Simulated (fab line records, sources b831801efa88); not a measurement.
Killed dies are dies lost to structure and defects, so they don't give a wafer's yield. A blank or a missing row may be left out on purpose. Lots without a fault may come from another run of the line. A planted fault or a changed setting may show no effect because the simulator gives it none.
fab line records | flow sky130
record lots=13 wafers=39 last_day=50
route steps=708 shown VT_ADJUST_PCH@153 POLY_GATE@205 RES_PROTECT@210 PAD_OPEN@708
lots that met no fault: from a run of the same line without faults
start_h: hours from the record's first day to the start of the lot's first wafer shown | wait_h: hours since the lot's step before | " the same as in the row above | L1.1+2: a row that stands for several wafers | - no value, or no start given | * or withheld: withheld | < > ~ a bound
route shown NAME@n: a module of which the file shows steps, and the number in the route of the first | usual: mean/standard deviation of fault-free wafers | same: alike in all rows | chamber/n: place in a boat | sites: the reading at each site | _std_site: their standard deviation | _edge_site: outer sites' mean less inner sites' | radius_mm: how far each site lies from the wafer's centre | mask NAME#n: copy n | behind: the tool/chamber that last shaped the wafer | hold: why the lot was held/for how many hours/how that ended | device: the transistor (n, p or np) that didn't switch | end of line: the same wafers' tests at the end of the route | a step without rows: its recipe alone | killed: dies lost to structure and defects at the first sort, not the wafer's yield | map: a wafer's dies, x killed, . not, _ none there
set.NAME: the setting as run; set.NAME@STEP: as run at that earlier step | model.NAME: the simulator's own value behind a step, which no gauge read
steps of the route over a sample of lots; a table a step, a row a wafer
services: from which hour (start_h, from the record's first day; less than 0 if before it) a tool's chamber was out of use, for how many hours, and why
## steps
# step SKY_VT_ADJUST_PCH_TW_MEAS_10
# usual VT_ADJUST_PCH_TW=142.5/0.62
# columns lot.wafer tool chamber start_h wait_h VT_ADJUST_PCH_TW
L327.1 film_metro-01 - 223.45 0.1 143.6
L327.4 " - " " 143.8
L327.5 " - " " 143.5
L328.3 film_metro-03 - 227.52 0.1 142.6
L328.4 " - " " 141.9
L328.6 " - " " 142.5
L329.1 film_metro-03 - 238.18 0.1 143.1
L329.5 " - " " 141.9
L329.6 " - " " 141.8
L330.2 film_metro-03 - 244.72 0.1 142.2
L330.3 " - " " 142.1
L330.4 " - " " 143.0
L331.2 film_metro-01 - 249.77 0.1 144.1
L331.3 " - " " 144.0
L331.5 " - " " 143.6
L332.2 film_metro-02 - 267.86 0.1 143.2
L332.3 " - " " 142.6
L332.5 " - " " 142.5
L336.2 film_metro-02 - 294.12 0.1 141.9
L336.4 " - " " 142.2
L336.5 " - " " 142.2
L338.3 film_metro-03 - 313.17 0.1 142.9
L338.5 " - " " 142.6
L338.6 " - " " 142.4
L339.1 film_metro-03 - 320.97 0.1 142.2
L339.2 " - " " 142.0
L339.4 " - " " 142.4
L346.1 film_metro-02 - 377.65 0.1 142.1
L346.2 " - " " 142.7
L346.5 " - " " 142.4
L348.1 film_metro-03 - 386.40 0.1 142.2
L348.3 " - " " 142.6
L348.5 " - " " 142.5
L349.2 film_metro-03 - 392.58 0.1 142.2
L349.3 " - " " 142.1
L349.6 " - " " 141.8
L350.2 film_metro-01 - 402.51 0.1 143.4
L350.3 " - " " 143.8
L350.5 " - " " 142.8
# step SKY_POLY_GATE_THK_MEAS_01
# recipe reads=poly-Si_of_POLY_GATE_CVD_00
# usual POLY_GATE_CVD_00_THK=180.3/1.7
# columns lot.wafer tool chamber start_h wait_h POLY_GATE_CVD_00_THK[nm]
L327.1 film_metro-03 - 310.19 0.0 181.6
L327.4 " - " " 180.8
L327.5 " - " " 180.8
L328.3 film_metro-02 - 314.97 0.0 181.4
L328.4 " - " " 181.6
L328.6 " - " " 181.9
L329.1 film_metro-02 - 327.57 0.0 178.9
L329.5 " - " " 181.6
L329.6 " - " " 180.4
L330.2 film_metro-01 - 334.29 0.0 176.8
L330.3 " - " " 178.4
L330.4 " - " " 177.6
L331.2 film_metro-01 - 337.25 0.0 181.7
L331.3 " - " " 179.3
L331.5 " - " " 180.6
L332.2 film_metro-01 - 360.98 0.0 180.6
L332.3 " - " " 181.8
L332.5 " - " " 181.7
L336.2 film_metro-02 - 387.36 0.0 180.7
L336.4 " - " " 180.7
L336.5 " - " " 181.3
L338.3 film_metro-02 - 410.17 0.0 180.9
L338.5 " - " " 182.5
L338.6 " - " " 182.1
L339.1 film_metro-03 - 418.77 0.0 180.5
L339.2 " - " " 178.6
L339.4 " - " " 180.0
L346.1 film_metro-01 - 479.65 0.0 181.3
L346.2 " - " " 180.5
L346.5 " - " " 180.4
L348.1 film_metro-03 - 491.68 0.0 178.8
L348.3 " - " " 178.9
L348.5 " - " " 179.8
L349.2 film_metro-02 - 496.53 0.0 180.8
L349.3 " - " " 180.7
L349.6 " - " " 181.2
L350.2 film_metro-03 - 506.99 0.0 182.3
L350.3 " - " " 184.6
L350.5 " - " " 184.2
# step SKY_RES_PROTECT_EXPOSE_04
# recipe mask_id=RPM na=0.6 source_shape=conventional sigma_outer=0.6 polarization=unpolarized target_cd_nm=1270 dose_mj=131
# usual exposure_dose_mJ_cm2=131.01/0.13
# columns lot.wafer tool chamber start_h wait_h mask exposure_dose_mJ_cm2
L327.1 iline_stepper-01 0 323.54 - RPM#0 131.10
L327.4 " 0 " " RPM#0 131.03
L327.5 " 0 " " RPM#0 131.00
L328.3 iline_stepper-02 0 328.77 - RPM#0 131.03
L328.4 " 0 " " RPM#0 131.10
L328.6 " 0 " " RPM#0 131.03
L329.1 iline_stepper-01 0 341.19 - RPM#0 130.82
L329.5 " 0 " " RPM#0 130.89
L329.6 " 0 " " RPM#0 130.91
L330.2 iline_stepper-01 0 348.63 - RPM#0 131.26
L330.3 " 0 " " RPM#0 130.87
L330.4 " 0 " " RPM#0 131.13
L331.2 iline_stepper-01 0 351.21 - RPM#0 130.97
L331.3 " 0 " " RPM#0 131.16
L331.5 " 0 " " RPM#0 131.02
L332.2 iline_stepper-01 0 375.48 - RPM#0 130.84
L332.3 " 0 " " RPM#0 130.95
L332.5 " 0 " " RPM#0 130.86
L336.2 iline_stepper-01 0 402.16 - RPM#0 130.91
L336.4 " 0 " " RPM#0 131.04
L336.5 " 0 " " RPM#0 130.79
L338.3 iline_stepper-01 0 425.16 - RPM#0 131.04
L338.5 " 0 " " RPM#0 130.92
L338.6 " 0 " " RPM#0 130.99
L339.1 iline_stepper-02 0 433.94 - RPM#0 131.03
L339.2 " 0 " " RPM#0 131.16
L339.4 " 0 " " RPM#0 131.04
L346.1 iline_stepper-01 0 494.84 - RPM#0 127.09
L346.2 " 0 " " RPM#0 127.36
L346.5 " 0 " " RPM#0 127.24
L348.1 iline_stepper-02 0 506.74 - RPM#0 130.97
L348.3 " 0 " " RPM#0 131.05
L348.5 " 0 " " RPM#0 130.96
L349.2 iline_stepper-01 0 511.61 - RPM#0 127.21
L349.3 " 0 " " RPM#0 127.17
L349.6 " 0 " " RPM#0 127.13
L350.2 iline_stepper-01 0 522.18 - RPM#0 127.16
L350.3 " 0 " " RPM#0 127.40
L350.5 " 0 " " RPM#0 127.31
# step SKY_RES_PROTECT_STRIP_07
# recipe chemistry=O2/N2 power_w=1400 pressure_mtorr=1500 platen_temp_c=withheld o2_flow_sccm=3000 n2_flow_sccm=300 overash_fraction=0.5
# usual drypump_motor_current_A=6.0/0.44 oes_product_au=0.518/0.0043 strip_time_to_endpoint_s=23.28/0.04
# columns lot.wafer tool chamber start_h wait_h drypump_motor_current_A oes_product_au rf_hours_counter_h strip_time_to_endpoint_s
L327.1 plasma_asher-04 1 336.44 0.1 6.0 0.520 23 23.32
L327.4 " 0 " " 5.6 0.513 - 23.33
L327.5 " 0 " " 5.6 0.515 - 23.34
L328.3 plasma_asher-01 0 342.49 0.1 5.4 0.520 - 23.29
L328.4 " 1 " " 6.5 0.517 - 23.32
L328.6 " 1 " " 6.6 0.519 - 23.31
L329.1 plasma_asher-01 1 354.54 0.1 6.6 0.516 53 23.30
L329.5 " 1 " " 6.6 0.518 - 23.32
L329.6 " 0 " " 5.4 0.518 - 23.28
L330.2 plasma_asher-03 0 361.79 0.1 5.9 0.518 62 23.29
L330.3 " 0 " " 5.9 0.518 - 23.27
L330.4 " 1 " " 6.4 0.517 - 23.27
L331.2 plasma_asher-01 0 364.56 0.1 5.4 0.518 53 23.24
L331.3 " 1 " " 6.6 0.516 - 23.27
L331.5 " 1 " " 6.6 0.519 - 23.25
L332.2 plasma_asher-01 0 389.81 0.1 5.4 0.521 56 23.28
L332.3 " 1 " " 6.6 0.523 - 23.25
L332.5 " 1 " " 6.6 0.518 - 23.24
L336.2 plasma_asher-04 1 417.11 0.1 6.0 0.521 31 23.26
L336.4 " 1 " " 6.0 0.520 - 23.29
L336.5 " 0 " " 5.5 0.519 - 23.33
L338.3 plasma_asher-01 0 440.50 0.1 5.4 0.516 - 23.21
L338.5 " 1 " " 6.6 0.523 - 23.33
L338.6 " 0 " " 5.4 0.514 - 23.29
L339.1 plasma_asher-03 1 449.74 0.1 6.4 0.521 2 23.30
L339.2 " 0 " " 5.9 0.516 2 23.34
L339.4 " 0 " " 6.0 0.512 - 23.37
L346.1 plasma_asher-03 1 510.26 0.1 6.4 0.515 8 23.34
L346.2 " 0 " " 6.0 0.517 8 23.33
L346.5 " 1 " " 6.4 0.516 - 23.28
L348.1 plasma_asher-01 0 521.71 0.1 5.4 0.504 69 23.24
L348.3 " 1 " " 6.6 0.517 - 23.23
L348.5 " 0 " " 5.4 0.518 - 23.21
L349.2 plasma_asher-04 1 526.16 0.1 6.0 0.518 43 23.30
L349.3 " 0 " " 5.6 0.518 - 23.26
L349.6 " 0 " " 5.6 0.517 - 23.27
L350.2 plasma_asher-01 1 537.52 0.1 6.6 0.519 71 23.36
L350.3 " 1 " " 6.6 0.516 - 23.32
L350.5 " 0 " " 5.4 0.513 - 23.30
# step SKY_PAD_OPEN_PROBE_99
# usual killed_at_M0_to_M3=42/6.9 killed_at_M4_up=3.2/1.7 killed_at_contacts=23/5.5 killed_at_front_end=16/4 killed_at_other=0.4/0.55 killed_dies=85/9.2 killed_open=46/6.8 killed_short=38/6.2
# same gross_dies=492 killed_at_back_side=0
# columns lot.wafer tool chamber start_h wait_h killed_at_M0_to_M3 killed_at_M4_up killed_at_contacts killed_at_front_end killed_at_other killed_dies killed_open killed_short
L336.2 prober-02 - 1129.25 0.1 37 4 20 8 1 70 37 33
L336.4 prober-02 - 1129.35 0.2 47 1 20 10 0 78 44 34
L336.5 prober-02 - 1129.40 0.2 36 6 31 12 0 85 55 30
L338.3 prober-01 - 1144.66 0.2 48 4 25 14 0 91 49 42
L338.5 prober-01 - 1144.76 0.2 36 5 19 11 0 71 35 36
L338.6 prober-01 - 1144.81 0.2 43 1 14 20 0 78 49 29
# killed by level:class
L336.2 VIA1:geometric_particle:open=11 LI_CONTACT:geometric_particle:open=6 CONTACT:geometric_particle:open=6 CONTACT:geometric_particle:short=5 METAL1:geometric_particle:short=5 METAL3:geometric_particle:short=5 FIELD_ISO:geometric_particle:open=4 METAL4:geometric_particle:short=3
L336.4 METAL1:geometric_particle:short=10 CONTACT:geometric_particle:open=8 VIA1:geometric_particle:open=8 VIA2:geometric_particle:open=8 CONTACT:geometric_particle:short=6 VIA3:geometric_particle:open=6 FIELD_ISO:geometric_particle:open=4 LI_CONTACT:geometric_particle:open=4
L336.5 CONTACT:geometric_particle:open=14 VIA1:geometric_particle:open=11 LI_CONTACT:geometric_particle:open=6 VIA3:geometric_particle:open=6 FIELD_ISO:geometric_particle:open=4 LOCAL_INTERCONNECT:geometric_particle:open=4 CONTACT:geometric_particle:short=4 METAL1:geometric_particle:short=4
L338.3 VIA1:geometric_particle:open=11 VIA2:geometric_particle:open=9 CONTACT:geometric_particle:open=8 METAL2:geometric_particle:short=7 LI_CONTACT:geometric_particle:open=6 VIA1:geometric_particle:short=6 LI_CONTACT:geometric_particle:short=4 CONTACT:geometric_particle:short=4
L338.5 VIA1:geometric_particle:open=7 VIA3:geometric_particle:open=7 CONTACT:geometric_particle:open=6 VIA3:geometric_particle:short=5 METAL1:geometric_particle:short=5 METAL2:geometric_particle:short=4 CONTACT:geometric_particle:short=4 METAL4:geometric_particle:short=4
L338.6 VIA1:geometric_particle:open=12 CONTACT:geometric_particle:open=6 VIA1:geometric_particle:short=6 VIA2:geometric_particle:open=6 VIA3:geometric_particle:open=6 FIELD_ISO:geometric_particle:open=5 POLY_GATE:geometric_particle:open=4 METAL1:geometric_particle:short=4
## services
# columns tool chamber start_h hours kind
iline_stepper-01 - 303.02 2.4 repair
plasma_asher-04 - 305.14 1.0 repair
iline_stepper-02 0 322.09 - calibration
plasma_asher-03 - 324.09 1.9 repair
iline_stepper-02 - 347.46 1.7 pm
plasma_asher-01 - 361.38 2.8 pm
iline_stepper-01 0 362.42 - calibration
iline_stepper-01 - 366.98 4.4 pm
iline_stepper-02 - 375.46 3.0 repair
iline_stepper-02 - 392.93 2.1 pm
iline_stepper-02 - 395.01 - consumable_replace:lamp
plasma_asher-03 - 421.25 9.0 pm
plasma_asher-03 0 421.25 9.0 vent_cycle
plasma_asher-03 1 421.25 9.0 vent_cycle
plasma_asher-03 0 430.25 - clean
plasma_asher-03 1 430.25 - clean
iline_stepper-01 - 488.15 1.7 pm
plasma_asher-03 - 495.84 2.8 pm
## key
first_sign step=SKY_RES_PROTECT_EXPOSE_04 reading=exposure_dose_mJ_cm2 direction=down sigmas=28 usual=* struck=*
effect none on later readings
met_at SKY_RES_PROTECT_EXPOSE_04
struck_lots L346,L349,L350
tester_left_out L346,L349,L350
not_acting_at SKY_VT_ADJUST_PCH_TW_MEAS_10,SKY_POLY_GATE_THK_MEAS_01,SKY_RES_PROTECT_STRIP_07
onset_between 425.16 494.84
fault kind=process_parameter_drift tool=iline_stepper-01 chamber=- onset_h=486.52 steps=SKY_RES_PROTECT_EXPOSE_04 channel=dose_mj offset=-3.7395 shape=step acts_in=these_recipes_only stated=131
# tester_left_out: of these lots the tester's yield and bins aren't shown, on N5 and GAA mostly nor the transistor test; their killed dies are dies lost to structure and defects alone, not to doping, threshold or leakage, so they don't give the yield
